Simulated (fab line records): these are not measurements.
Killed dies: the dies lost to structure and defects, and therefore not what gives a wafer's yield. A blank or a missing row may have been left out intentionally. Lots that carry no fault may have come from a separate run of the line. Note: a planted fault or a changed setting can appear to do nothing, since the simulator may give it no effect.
Which tool was responsible? | flow sky130 | 33 wafers from 11 lots sampled at 4 of the route's 708 steps

## WHAT EACH GAUGE READ, for each wafer
SKY_SD_N_RS_MEAS_17: uses a four-point probe to measure.
lot  | measured     | on            | SD_P_RS (ohm/sq)
L127 | day 29 04:52 | film_metro-03 | 146.9 146.9 146.5
L130 | day 29 17:01 | film_metro-01 | 147.2 147.1 147.6
L131 | day 29 16:53 | film_metro-04 | 146.9 147.1 146.8
L134 | day 30 20:01 | film_metro-03 | 147.5 147.5 147.3
L136 | day 31 02:54 | film_metro-04 | 147.3 147.1 147.3
L138 | day 31 16:13 | film_metro-04 | 148.1 147.5 147.6
L139 | day 31 23:49 | film_metro-03 | 146.8 147.0 146.8
L144 | day 33 12:34 | film_metro-04 | 146.9 147.1 146.9
L145 | day 33 18:04 | film_metro-03 | 131.7 132.3 132.1
L146 | day 34 05:13 | film_metro-01 | 131.8 132.2 131.6
L147 | day 34 18:38 | film_metro-03 | 132.3 132.1 132.1

## WHICH TOOL RAN EACH LOT (tool, then ch and the chambers of the sampled wafers, then the start)
lot  | SKY_RES_PROTECT_STRIP_07             | SKY_SD_P_IMPLANT_09             | SKY_SD_P_STRIP_10
L127 | plasma_asher-04 ch 0,1, day 15 19:27 | implanter-01 ch 0, day 26 20:10 | plasma_asher-04 ch 0,1, day 26 20:18
L130 | plasma_asher-03 ch 0,1, day 16 12:53 | implanter-04 ch 0, day 27 06:58 | plasma_asher-01 ch 0,1, day 27 07:05
L131 | plasma_asher-04 ch 0,1, day 16 16:51 | implanter-01 ch 0, day 27 06:38 | plasma_asher-04 ch 0,1, day 27 06:47
L134 | plasma_asher-04 ch 0,1, day 18 02:36 | implanter-04 ch 0, day 28 11:19 | plasma_asher-03 ch 0,1, day 28 11:28
L136 | plasma_asher-03 ch 0,1, day 18 11:46 | implanter-04 ch 0, day 28 19:22 | plasma_asher-03 ch 0,1, day 28 19:29
L138 | plasma_asher-03 ch 0,1, day 19 03:06 | implanter-03 ch 0, day 29 08:23 | plasma_asher-01 ch 0,1, day 29 08:32
L139 | plasma_asher-04 ch 0,1, day 19 09:51 | implanter-01 ch 0, day 29 15:57 | plasma_asher-03 ch 0,1, day 29 16:06
L144 | plasma_asher-01 ch 0,1, day 21 02:48 | implanter-01 ch 0, day 31 05:27 | plasma_asher-04 ch 0,1, day 31 05:36
L145 | plasma_asher-03 ch 0,1, day 21 14:03 | implanter-01 ch 0, day 31 11:01 | plasma_asher-01 ch 0,1, day 31 11:10
L146 | plasma_asher-01 ch 0,1, day 21 21:33 | implanter-01 ch 0, day 31 23:02 | plasma_asher-03 ch 0,1, day 31 23:11
L147 | plasma_asher-03 ch 0,1, day 22 17:38 | implanter-01 ch 0, day 32 12:23 | plasma_asher-03 ch 0, day 32 12:31
- SKY_RES_PROTECT_STRIP_07: strips in O2/N2.
- SKY_SD_P_IMPLANT_09
- SKY_SD_P_STRIP_10: strips in O2/N2.

## THE ANSWER, worked out from the rows above alone
Rule: usual is defined by the lots themselves. The widest of any qualifying gaps counts: lots, ordered by their means at a reading, are off when they make up no more than a third of the lots, leave a main group of 4 or more, and stand apart from it by 3 or more times the standard deviation of that group's means. A main group is skipped when, at the precision printed for the reading in the tables above, its means are all equal. Also off: a lot with no number at a reading for which 4 or more lots have one. All remaining lots with rows at the step are treated as sound.
Off: at SKY_SD_N_RS_MEAS_17 (SD_P_RS), L145, L146, L147. Mean 147.2 ohm/sq and standard deviation 0.31 in the main group.
If a tool, at a process step before that reading, ran all the lots that are off and no sound lot after the first of them, it fits. Those tools and the gauges at SKY_SD_N_RS_MEAS_17 are tried in the same way. One candidate fits, namely implanter-01 at SKY_SD_P_IMPLANT_09. Its last sound lot is L144 (day 31 05:27), its first lot that is off L145 (day 31 11:01): a fault that began between those two fits.

## WHAT THE SIMULATOR HAD INSERTED
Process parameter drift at SKY_SD_P_IMPLANT_09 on implanter-01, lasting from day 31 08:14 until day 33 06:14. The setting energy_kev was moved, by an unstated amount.
Shown lots that were struck: L145, L146, L147. The rule above reached the same finding.
